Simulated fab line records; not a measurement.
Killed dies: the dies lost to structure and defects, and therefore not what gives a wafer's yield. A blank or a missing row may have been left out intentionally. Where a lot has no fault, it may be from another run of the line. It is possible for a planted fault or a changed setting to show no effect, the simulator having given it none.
fab line records	flow sky130
record: lots: 5	wafers: 15	lastDay: 50
route steps=708 shown VT_ADJUST_NCORE@123 VT_ADJUST_HVTR@131 PAD_OPEN@708
lots that met no fault: taken from a fault-free run of the same line
startH: hours from the record's first day to the start of the lot's first wafer shown	waitH: hours from the lot's prior step to this one	" identical to the entry in the row above	L1.1+2: several wafers, shown together as one row	- value missing, or start not given	* or withheld: withheld	< > ~ a bound
route shown NAME@n: a module of which the file shows steps, and the number in the route of the first	usual: mean and standard deviation over wafers with no fault	same: alike in all rows	chamber/n: place in a boat	sites: the reading at each site	_std_site: how widely they spread, as a standard deviation	_edge_site: mean of outer sites minus mean of inner sites	radiusMm: how far each site lies from the wafer's centre	mask NAME#n: copy n	behind: the most recent tool/chamber to have shaped the wafer	hold: why the lot was held/for how many hours/how that ended	device: transistor that didn't switch, given as n, p or np	end of line: the tests these same wafers got at the end of their route	where a step has no rows: the recipe by itself	killed: dies that structure and defects cost at the first sort, which is not the same as the wafer's yield	map: per-die view of a wafer (x killed, . not killed, _ where there is no die)
set.NAME: the setting the step ran with; set.NAME@STEP: the setting that earlier step ran with	model.NAME: the simulator's own value behind a step, which no gauge read
lots at selected steps of the route; one table per step, one row per wafer
services: when a tool's chamber went out of use (startH, in hours from the record's first day, below 0 if earlier), for how many hours, and the reason
== steps ==
step: SKY_VT_ADJUST_NCORE_EXPOSE_04
recipe: maskId: LVTN_COMPLEMENT_THIN	na: 0.6	sourceShape: conventional	sigmaOuter: 0.6	polarization: unpolarized	targetCdNm: 380	doseMj: 139
step: SKY_VT_ADJUST_NCORE_PEB_05
recipe: tempC: withheld	timeS: *	resist: NOVOLAK
step: SKY_VT_ADJUST_NCORE_DEVELOP_06
recipe: resist: NOVOLAK	developer: TMAH	developTimeS: 60	devTempC: 23
step: SKY_VT_ADJUST_NCORE_CD_MEAS_07
recipe: targetCdNm: 380
usual: cdNm: 380.1/2.7
lot.wafer	tool	chamber	startH	waitH	cdNm
L552.1	cdSem-01	-	229.03	0.1	378.4
L552.3	"	-	"	"	380.5
L552.6	"	-	"	"	376.2
L557.1	cdSem-01	-	250.28	0.1	382.7
L557.3	"	-	"	"	380.7
L557.5	"	-	"	"	381.7
L559.1	cdSem-01	-	261.68	0.1	381.0
L559.3	"	-	"	"	381.3
L559.6	"	-	"	"	377.8
L562.4	cdSem-01	-	288.24	0.1	379.7
L562.5	"	-	"	"	382.0
L562.6	"	-	"	"	380.9
L571.1	cdSem-02	-	345.97	0.1	380.9
L571.2	"	-	"	"	381.6
L571.6	"	-	"	"	379.2
step: SKY_VT_ADJUST_NCORE_OVL_MEAS_08
usual: VT_ADJUST_NCORE_OVL: 1.2/1.4
lot.wafer	tool	chamber	startH	waitH	VT_ADJUST_NCORE_OVL[nm]
L552.1	overlay-02	-	229.15	0.1	-1.4
L552.3	"	-	"	"	-0.2
L552.6	"	-	"	"	2.1
L557.1	overlay-02	-	250.40	0.1	-0.5
L557.3	"	-	"	"	-2.0
L557.5	"	-	"	"	0.9
L559.1	overlay-01	-	261.80	0.1	3.7
L559.3	"	-	"	"	3.6
L559.6	"	-	"	"	3.1
L562.4	overlay-01	-	288.32	0.1	0.8
L562.5	"	-	"	"	1.8
L562.6	"	-	"	"	-0.2
L571.1	overlay-01	-	346.09	0.1	0.2
L571.2	"	-	"	"	-0.1
L571.6	"	-	"	"	1.0
step: SKY_VT_ADJUST_NCORE_IMPLANT_09
recipe: species: B	energyKev: 10	doseCm2: 2.438e+12	tiltDeg: withheld
step: SKY_VT_ADJUST_NCORE_STRIP_10
recipe: chemistry: O2/N2	powerW: 1400	pressureMtorr: 1500	platenTempC: withheld	o2FlowSccm: 3000	n2FlowSccm: 300	overashFraction: 0.5
usual: drypumpMotorCurrentA: 5.5/0.42	oesProductAu: 0.716/0.0045	stripTimeToEndpointS: 14.20/0.038
lot.wafer	tool	chamber	startH	waitH	drypumpMotorCurrentA	oesProductAu	rfHoursCounterH	stripTimeToEndpointS
L552.1	plasmaAsher-04	0	229.33	0.1	5.4	0.717	53	14.19
L552.3	"	1	"	"	5.8	0.703	-	14.23
L552.6	"	0	"	"	5.5	0.717	-	14.20
L557.1	plasmaAsher-04	0	250.58	0.1	5.4	0.725	54	14.13
L557.3	"	0	"	"	5.4	0.713	-	14.19
L557.5	"	1	"	"	5.8	0.714	-	14.16
L559.1	plasmaAsher-04	0	261.98	0.1	5.4	0.714	56	14.18
L559.3	"	0	"	"	5.4	0.712	-	14.18
L559.6	"	0	"	"	5.4	0.707	-	14.19
L562.4	plasmaAsher-04	1	288.52	0.1	5.8	0.715	-	14.20
L562.5	"	1	"	"	5.8	0.715	-	14.21
L562.6	"	0	"	"	5.4	0.713	-	14.25
L571.1	plasmaAsher-02	1	346.27	0.1	4.8	0.709	52	14.20
L571.2	"	0	"	"	5.5	0.711	52	14.23
L571.6	"	0	"	"	5.5	0.723	-	14.19
step: SKY_VT_ADJUST_NCORE_TW_MEAS_11
usual: VT_ADJUST_NCORE_TW: 219.3/2.2
lot.wafer	tool	chamber	startH	waitH	VT_ADJUST_NCORE_TW
L552.1	filmMetro-03	-	229.43	0.1	222.4
L552.3	"	-	"	"	222.0
L552.6	"	-	"	"	223.0
L557.1	filmMetro-02	-	250.68	0.1	215.4
L557.3	"	-	"	"	216.6
L557.5	"	-	"	"	214.7
L559.1	filmMetro-01	-	262.08	0.1	217.9
L559.3	"	-	"	"	218.0
L559.6	"	-	"	"	218.4
L562.4	filmMetro-02	-	288.61	0.1	216.2
L562.5	"	-	"	"	215.9
L562.6	"	-	"	"	217.2
L571.1	filmMetro-03	-	346.37	0.1	222.9
L571.2	"	-	"	"	222.2
L571.6	"	-	"	"	223.1
step: SKY_VT_ADJUST_HVTR_DEHYDRATE_00
recipe: tempC: 200	timeS: 60
step: SKY_VT_ADJUST_HVTR_HMDS_01
recipe: primeTimeS: 60	primeTempC: 120
step: SKY_VT_ADJUST_HVTR_COAT_02
recipe: resist: NOVOLAK	spinRpm: 3000	resistThkNm: 1140
step: SKY_VT_ADJUST_HVTR_SOFTBAKE_03
recipe: tempC: 90	timeS: 58.61	resist: NOVOLAK
step: SKY_VT_ADJUST_HVTR_EXPOSE_04
recipe: maskId: HVTRM	targetCdNm: 380	na: 0.6	sourceShape: conventional	sigmaOuter: 0.6	doseMj: 150
lot.wafer	tool	chamber	startH	waitH	mask
L552.1+3+6	ilineStepper-02	0	241.09	-	TUNM#0
L557.1+3+5	ilineStepper-02	0	262.28	-	HVTRM#0
L559.1+3+6	ilineStepper-02	0	274.33	-	HVTRM#0
L562.4+5+6	ilineStepper-01	0	300.94	-	HVTRM#0
L571.1+2+6	ilineStepper-02	0	359.35	-	HVTRM#0
step: SKY_VT_ADJUST_HVTR_PEB_05
recipe: tempC: withheld	timeS: *	resist: NOVOLAK
step: SKY_VT_ADJUST_HVTR_DEVELOP_06
recipe: developTimeS: 60	devTempC: 23
step: SKY_VT_ADJUST_HVTR_CD_MEAS_07
recipe: targetCdNm: 380
usual: cdNm: 379.3/1.8
lot.wafer	tool	chamber	startH	waitH	cdNm
L552.1	cdSem-01	-	253.08	0.1	-
L552.3	"	-	"	"	-
L552.6	"	-	"	"	-
L557.1	cdSem-02	-	274.57	0.1	378.2
L557.3	"	-	"	"	379.3
L557.5	"	-	"	"	379.3
L559.1	cdSem-02	-	287.22	0.1	380.0
L559.3	"	-	"	"	379.4
L559.6	"	-	"	"	377.6
L562.4	cdSem-01	-	314.69	0.1	380.7
L562.5	"	-	"	"	380.7
L562.6	"	-	"	"	379.8
L571.1	cdSem-01	-	374.22	0.1	381.6
L571.2	"	-	"	"	380.5
L571.6	"	-	"	"	378.6
step: SKY_VT_ADJUST_HVTR_OVL_MEAS_08
usual: VT_ADJUST_HVTR_OVL: -0.1/1.3
lot.wafer	tool	chamber	startH	waitH	VT_ADJUST_HVTR_OVL[nm]
L552.1	overlay-01	-	253.20	0.1	-
L552.3	"	-	"	"	-
L552.6	"	-	"	"	-
L557.1	overlay-01	-	274.69	0.1	1.0
L557.3	"	-	"	"	1.9
L557.5	"	-	"	"	2.0
L559.1	overlay-01	-	287.34	0.1	1.0
L559.3	"	-	"	"	1.1
L559.6	"	-	"	"	0.8
L562.4	overlay-02	-	314.77	0.1	-1.0
L562.5	"	-	"	"	-1.7
L562.6	"	-	"	"	-2.0
L571.1	overlay-02	-	374.34	0.1	1.7
L571.2	"	-	"	"	3.0
L571.6	"	-	"	"	-0.3
step: SKY_VT_ADJUST_HVTR_IMPLANT_09
recipe: species: B	energyKev: 10	doseCm2: 2.1e+12	tiltDeg: withheld
step: SKY_VT_ADJUST_HVTR_STRIP_10
recipe: chemistry: O2/N2	powerW: 1400	pressureMtorr: 1500	platenTempC: withheld	o2FlowSccm: 3000	n2FlowSccm: 300	overashFraction: 0.5
usual: drypumpMotorCurrentA: 5.9/0.37	oesProductAu: 0.716/0.0043	stripTimeToEndpointS: 14.21/0.04
lot.wafer	tool	chamber	startH	waitH	drypumpMotorCurrentA	oesProductAu	rfHoursCounterH	stripTimeToEndpointS
L552.1	plasmaAsher-03	0	253.38	0.1	6.2	0.710	13	14.20
L552.3	"	1	"	"	5.3	0.717	-	14.20
L552.6	"	0	"	"	6.2	0.721	-	14.22
L557.1	plasmaAsher-01	0	274.87	0.1	6.3	0.715	58	14.24
L557.3	"	0	"	"	6.3	0.720	-	14.25
L557.5	"	0	"	"	6.3	0.716	-	14.26
L559.1	plasmaAsher-04	1	287.52	0.1	5.8	0.716	58	14.26
L559.3	"	0	"	"	5.4	0.718	-	14.26
L559.6	"	1	"	"	5.8	0.711	-	14.20
L562.4	plasmaAsher-01	1	314.97	0.1	6.1	0.717	-	14.22
L562.5	"	0	"	"	6.3	0.718	-	14.21
L562.6	"	1	"	"	6.1	0.720	-	14.21
L571.1	plasmaAsher-03	1	374.52	0.1	5.4	0.716	26	14.11
L571.2	"	0	"	"	6.2	0.715	26	14.15
L571.6	"	1	"	"	5.4	0.720	-	14.11
step: SKY_VT_ADJUST_HVTR_TW_MEAS_11
usual: VT_ADJUST_HVTR_TW: 211.2/1.9
lot.wafer	tool	chamber	startH	waitH	hold	VT_ADJUST_HVTR_TW
L552.1	filmMetro-01	-	253.48	0.1	awaitDispo/0.2h/release	29.7
L552.3	"	-	"	"	awaitDispo/0.2h/release	29.8
L552.6	"	-	"	"	awaitDispo/0.2h/release	29.8
L552.1	filmMetro-01	-	253.80	0.3	-	29.8
L552.3	"	-	"	"	-	29.8
L552.6	"	-	"	"	-	29.7
L557.1	filmMetro-03	-	274.97	0.1	-	212.9
L557.3	"	-	"	"	-	211.5
L557.5	"	-	"	"	-	214.4
L559.1	filmMetro-04	-	287.62	0.1	-	211.5
L559.3	"	-	"	"	-	212.0
L559.6	"	-	"	"	-	213.1
L562.4	filmMetro-04	-	315.07	0.1	-	211.7
L562.5	"	-	"	"	-	211.5
L562.6	"	-	"	"	-	211.7
L571.1	filmMetro-04	-	374.62	0.1	-	213.5
L571.2	"	-	"	"	-	213.2
L571.6	"	-	"	"	-	212.9
step: SKY_PAD_OPEN_PROBE_99
usual: defectLimitedYield: 82.9/1.8	killed_at_M0_to_M3: 42/7.2	killed_at_M4_up: 3.2/1.8	killedAtContacts: 24/5.4	killedAtFrontEnd: 15/4	killedAtOther: 0.3/0.59	killedDies: 84/9	killedOpen: 46/7.1	killedShort: 38/6	sort_bin_3_pad_short: 0.8/0.41	sort_bin_5_function: 10.1/1.3	sort_bin_6_memory: 6.3/1.2	sortNPass: 408/9	sortYieldPct: 82.9/1.8
same: grossDies: 492	killedAtBackSide: 0	sort_bin_4_leakage[%]: 0	sort_bin_8_speed[%]: 0
lot.wafer	tool	chamber	startH	waitH	defectLimitedYield[%]	killed_at_M0_to_M3	killed_at_M4_up	killedAtContacts	killedAtFrontEnd	killedAtOther	killedDies	killedOpen	killedShort	sort_bin_3_pad_short[%]	sort_bin_5_function[%]	sort_bin_6_memory[%]	sortNPass	sortYieldPct[%]
L557.1	prober-02	-	1137.92	0.1	82.5	49	1	27	8	1	86	41	44	1.2	10.6	5.7	406	82.5
L557.3	prober-02	-	1138.02	0.2	84.3	31	4	28	13	1	77	45	32	0.4	9.6	5.7	415	84.3
L557.5	prober-02	-	1138.12	0.2	85.2	44	4	15	10	0	73	41	32	0.6	9.1	5.1	419	85.2
L559.1	prober-02	-	1154.62	0.1	84.6	33	1	24	17	1	76	48	27	0.6	8.1	6.7	416	84.6
L559.3	prober-02	-	1154.72	0.2	83.9	39	2	22	16	0	79	41	36	0.8	10.6	4.7	413	83.9
L559.6	prober-02	-	1154.87	0.2	81.3	40	1	27	24	0	92	52	39	0.6	10.2	7.9	400	81.3
killed by level:class
L557.1 METAL1:geometricParticle:short=9 LI_CONTACT:geometricParticle:open=8 CONTACT:geometricParticle:open=8 VIA3:geometricParticle:open=8 VIA1:geometricParticle:open=7 VIA2:geometricParticle:open=6 METAL2:geometricParticle:short=5 LOCAL_INTERCONNECT:geometricParticle:short=5
L557.3 VIA2:geometricParticle:open=9 VIA1:geometricParticle:open=8 CONTACT:geometricParticle:short=7 CONTACT:geometricParticle:open=6 LOCAL_INTERCONNECT:geometricParticle:short=6 LI_CONTACT:geometricParticle:open=5 POLY_GATE:geometricParticle:open=3 VIA2:geometricParticle:short=3
L557.5 VIA1:geometricParticle:open=12 VIA2:geometricParticle:open=7 VIA3:geometricParticle:short=7 CONTACT:geometricParticle:open=6 VIA3:geometricParticle:open=4 LOCAL_INTERCONNECT:geometricParticle:short=4 METAL1:geometricParticle:short=4 VIA1:geometricParticle:short=4
L559.1 LI_CONTACT:geometricParticle:open=9 CONTACT:geometricParticle:open=8 VIA3:geometricParticle:open=7 VIA2:geometricParticle:open=6 POLY_GATE:geometricParticle:open=5 FIELD_ISO:geometricParticle:open=4 VIA1:geometricParticle:open=4 METAL2:geometricParticle:short=4
L559.3 VIA1:geometricParticle:open=13 LOCAL_INTERCONNECT:geometricParticle:short=9 VIA1:geometricParticle:short=5 LI_CONTACT:geometricParticle:open=4 CONTACT:geometricParticle:open=4 VIA2:geometricParticle:open=4 POLY_GATE:geometricParticle:open=3 POLY_GATE:geometricParticle:short=3
L559.6 VIA1:geometricParticle:open=12 LI_CONTACT:geometricParticle:open=9 CONTACT:geometricParticle:open=7 FIELD_ISO:geometricParticle:open=6 POLY_GATE:geometricParticle:short=6 VIA3:geometricParticle:open=6 METAL1:geometricParticle:short=5 POLY_GATE:geometricParticle:open=4
== services ==
tool	chamber	startH	hours	kind
ilineStepper-01	-	225.63	1.7	pm
ilineStepper-02	0	230.92	-	calibration
plasmaAsher-04	-	241.42	2.8	pm
plasmaAsher-02	-	250.92	2.8	pm
ilineStepper-02	-	264.61	0.9	repair
ilineStepper-02	-	271.15	2.4	repair
plasmaAsher-04	-	273.90	4.3	repair
plasmaAsher-01	-	308.13	2.1	repair
plasmaAsher-02	-	310.62	8.1	repair
ilineStepper-02	-	313.32	2.8	repair
ilineStepper-01	-	333.78	4.4	pm
ilineStepper-01	0	347.80	-	calibration
plasmaAsher-01	-	372.48	0.7	repair
== key ==
firstSign: step: SKY_VT_ADJUST_HVTR_EXPOSE_04	reading: mask	direction: changed
effect: step: SKY_VT_ADJUST_HVTR_CD_MEAS_07	reading: cdNm	direction: missing
effect: step: SKY_VT_ADJUST_HVTR_OVL_MEAS_08	reading: VT_ADJUST_HVTR_OVL	direction: missing
effect: step: SKY_VT_ADJUST_HVTR_TW_MEAS_11	reading: visit	direction: added
effect: step: SKY_VT_ADJUST_HVTR_TW_MEAS_11	reading: VT_ADJUST_HVTR_TW	direction: down	sigmas: 95	usual: 211.2	struck: 29.8
metAt SKY_VT_ADJUST_HVTR_EXPOSE_04
struckWafers L552.1,L552.3,L552.6
scrappedBehind SKY_VT_ADJUST_HVTR_TW_MEAS_11 L552.1,L552.3,L552.6
fault: kind: wrongMask	tool: any	chamber: -	onsetH: 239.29	steps: SKY_VT_ADJUST_HVTR_EXPOSE_04	auxCopy: TUNM#0	scope: struckLotsOnly
